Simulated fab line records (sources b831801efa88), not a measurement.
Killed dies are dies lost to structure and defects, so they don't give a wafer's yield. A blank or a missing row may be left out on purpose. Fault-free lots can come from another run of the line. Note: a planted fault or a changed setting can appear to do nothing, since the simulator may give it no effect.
What tool caused it?    flow gf180mcu    Sampling: 14 lots, 42 wafers, 2 of 602 route steps

== WHAT THE GAUGES READ, wafer by wafer ==
GF_LVPWELL_OVL_MEAS_07. Usual: LVPWELL_OVL 0.6 nm, standard deviation 1.8.
lot   measured     on          LVPWELL_OVL (nm)  flag
L559  day 3 20:06  overlay-01  0.6 0.1 -0.4      
L561  day 4 07:41  overlay-02  -1.9 -0.5 -0.7    
L562  day 4 12:28  overlay-02  -0.6 1.3 1.2      
L563  day 4 18:33  overlay-02  -2.7 0.0 0.6      
L565  day 5 06:05  overlay-01  -0.4 0.1 0.7      
L570  day 6 10:19  overlay-01  4.2 2.7 2.2       
L571  day 6 16:00  overlay-01  0.4 0.5 -1.6      
L572  day 6 23:40  overlay-02  0.7 1.3 2.6       
L573  day 7 05:51  overlay-02  1.0 1.2 -1.2      
L574  day 7 10:38  overlay-02  2.4 1.0 2.3       
L575  day 7 15:03  overlay-02  -0.3 0.1 0.6      
L580  day 8 17:06  overlay-01  -4.0 -2.9 -3.7    
L581  day 8 23:01  overlay-02  2.7 -0.6 3.6      
L582  day 9 07:53  overlay-02  0.1 -0.4 -0.4     

== TOOL THAT RAN EACH LOT (tool first, then ch and the chambers of the sampled wafers, then the start) ==
lot   GF_STI_WET_ETCH_17
L559  wet_bench-04 ch 1, day 2 01:32
L561  wet_bench-04 ch 2, day 2 11:11
L562  wet_bench-04 ch 3, day 2 16:29
L563  wet_bench-03 ch 0, day 2 22:07
L565  wet_bench-03 ch 0, day 3 09:13
L570  wet_bench-03 ch 0, day 4 10:26
L571  wet_bench-04 ch 1, day 4 16:32
L572  wet_bench-03 ch 3, day 4 22:05
L573  wet_bench-03 ch 0, day 5 01:59
L574  wet_bench-04 ch 2, day 5 07:05
L575  wet_bench-01 ch 0, day 5 11:56
L580  wet_bench-04 ch 0, day 6 13:49
L581  wet_bench-01 ch 2, day 6 19:01
L582  wet_bench-01 ch 3, day 7 01:29
- GF_STI_WET_ETCH_17: etches Si3N4 in H3PO4, target depth 45 nm, time 514 s.

== WHAT THE TOOLS THEMSELVES READ (means of the sampled wafers that have a number; where no wafer has one, the mark that the record gives instead) ==
GF_STI_WET_ETCH_17. Usual: bath_heat_duty_pct 26.8 %, standard deviation 2.4; run_length_s 541 s, standard deviation 3.1.
lot   tool          bath_heat_duty_pct (%)  run_length_s (s)  flag
L559  wet_bench-04  25.8                    540               
L561  wet_bench-04  29.6                    539               
L562  wet_bench-04  25.5                    541               
L563  wet_bench-03  25.7                    547               
L565  wet_bench-03  25.1                    538               
L570  wet_bench-03  25.7                    540               
L571  wet_bench-04  26.5                    548               
L572  wet_bench-03  27.5                    1062              OFF
L573  wet_bench-03  24.1                    1053              OFF
L574  wet_bench-04  28.3                    540               
L575  wet_bench-01  27.0                    541               
L580  wet_bench-04  28.3                    539               
L581  wet_bench-01  27.1                    541               
L582  wet_bench-01  23.2                    538               

== THE ANSWER, worked out from the rows above alone ==
Rule: a lot counts as off when the mean over its wafers that have a number is more than 3 standard deviations away from the usual mean. A lot without any number at a reading at which 4 lots or more have one is off too. All remaining lots with rows at the step are treated as sound. First the gauges in route order, then the tools' own readings, where a lot's mean is used as printed above. The first step at which some lot is off is used, and at that step the reading that is off furthest; a lot without a number counts as furthest.
Off: L572, L573 (GF_STI_WET_ETCH_17, run_length_s).
A tool fits if, at that step or a process step before it, it ran every lot that is off, and no sound lot after the first of them. One fits: GF_STI_WET_ETCH_17 on wet_bench-03. A fault onset in the window from L570 (day 4 10:26, its last sound lot) to L572 (day 4 22:05, its first lot off) fits.
The tool's own readings at GF_STI_WET_ETCH_17 bear it out: on the lots that are off they differ by more than 5 times the standard deviation of the sound lots' means. run_length_s reads 1058 s there against 541 s on the sound lots.

== WHAT HAD BEEN PUT IN BY THE SIMULATOR ==
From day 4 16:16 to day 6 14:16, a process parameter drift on wet_bench-03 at GF_STI_WET_ETCH_17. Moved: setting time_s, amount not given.
Shown lots that were struck: L572, L573. The rule above reached the same finding.
